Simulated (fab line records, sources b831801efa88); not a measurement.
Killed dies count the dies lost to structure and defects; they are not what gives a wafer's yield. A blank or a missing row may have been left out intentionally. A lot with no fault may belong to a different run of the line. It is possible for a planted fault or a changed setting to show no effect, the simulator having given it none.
The tool behind it: which one?    flow gf180mcu    33 wafers from 11 lots sampled at 2 of the route's 602 steps

## WHAT THE GAUGES SHOWED, per wafer
GF_V5_RS_MEAS_24: measurement is done with a four-point probe. Usual: for V5_W_RS the level is 0.3274 ohm/sq and the standard deviation is 0.0029.
lot   measured      on             V5_W_RS (ohm/sq)      flag
L670  day 27 13:59  film metro-03  0.3191 0.3280 0.3238  
L671  day 27 14:37  film metro-03  0.3225 0.3271 0.3259  
L673  day 28 11:17  film metro-01  0.3277 0.3254 0.3249  
L672  day 28 11:59  film metro-01  0.3356 0.3280 0.3373  
L674  day 28 13:22  film metro-02  0.3308 0.3280 0.3309  
L680  day 30 05:38  film metro-03  0.3283 0.3287 0.3282  
L681  day 30 16:18  film metro-02  0.3302 0.3247 0.3252  
L686  day 31 21:13  film metro-02  0.3256 0.3270 0.3271  
L689  day 32 17:16  film metro-02  0.3240 0.3261 0.3265  
L690  day 32 22:39  film metro-01  0.3262 0.3287 0.3275  
L691  day 33 05:58  film metro-01  0.3293 0.3289 0.3290  

## TOOL THAT RAN EACH LOT (tool first, then ch and the chambers of the sampled wafers, then the start)
lot   GF_M5_ETCH_09
L670  rie diel-02 ch 1,2, day 26 14:39
L671  rie diel-04 ch 0,1,2, day 26 15:54
L673  rie diel-04 ch 0,2, day 27 13:17
L672  rie diel-02 ch 1,2, day 27 13:26
L674  rie diel-04 ch 0,1,3, day 27 15:09
L680  rie diel-04 ch 1,2, day 29 08:35
L681  rie diel-02 ch 1,2, day 29 19:45
L686  rie diel-01 ch 1,2, day 31 01:15
L689  rie diel-01 ch 1, day 31 21:42
L690  rie diel-04 ch 0,1, day 32 03:57
L691  rie diel-04 ch 0,2,3, day 32 11:21
- GF_M5_ETCH_09: etches Si3N4 in CF4/O2, target depth 52 nm, time 11.6 s.

## WHAT THE TOOLS THEMSELVES READ (means of the sampled wafers that have a number; where no wafer has one, the mark that the record gives instead)
GF_M5_ETCH_09. Usual: cf4 flow sccm 79.98 sccm, standard deviation 0.24; drypump motor current A 5.8 A, standard deviation 0.37; oes product au 1.001 a.u., standard deviation 0.0084; rf fwd power W 786 W, standard deviation 3.9; throttle valve pct 5.972 %, standard deviation 0.0091.
lot   tool         cf4 flow sccm (sccm)  drypump motor current A (A)  oes product au (a.u.)  rf fwd power W (W)  throttle valve pct (%)  flag
L670  rie diel-02  80.19                 5.8                          1.010                  785                 5.971                   
L671  rie diel-04  79.91                 5.7                          0.998                  787                 5.974                   
L673  rie diel-04  80.05                 5.8                          1.010                  788                 5.972                   
L672  rie diel-02  79.98                 5.7                          1.008                  787                 5.975                   
L674  rie diel-04  79.94                 5.9                          0.992                  786                 5.969                   
L680  rie diel-04  80.04                 5.8                          0.991                  786                 5.964                   
L681  rie diel-02  80.15                 5.7                          1.009                  787                 5.978                   
L686  rie diel-01  79.97                 5.8                          0.997                  784                 5.964                   
L689  rie diel-01  79.97                 5.0                          0.996                  781                 5.967                   
L690  rie diel-04  79.88                 5.6                          1.000                  785                 5.974                   
L691  rie diel-04  79.89                 6.0                          1.001                  785                 5.968                   

## THE ANSWER, worked out from the rows above alone
Rule: lot off if the mean of its wafers having a number is beyond 3 standard deviations from the usual mean. Also off: a lot with no number at a reading for which 4 or more lots have one. The other lots that the step has rows for count as sound. Order of review: gauges by route order, followed by the tools' own readings, for which a lot's mean as printed above is used. At the first step where some lot is off, the reading lying furthest off is the one used; lots without a number count as furthest.
None of the lots is off at any reading shown; this tells nothing.

## WHAT WAS PUT IN BY THE SIMULATOR
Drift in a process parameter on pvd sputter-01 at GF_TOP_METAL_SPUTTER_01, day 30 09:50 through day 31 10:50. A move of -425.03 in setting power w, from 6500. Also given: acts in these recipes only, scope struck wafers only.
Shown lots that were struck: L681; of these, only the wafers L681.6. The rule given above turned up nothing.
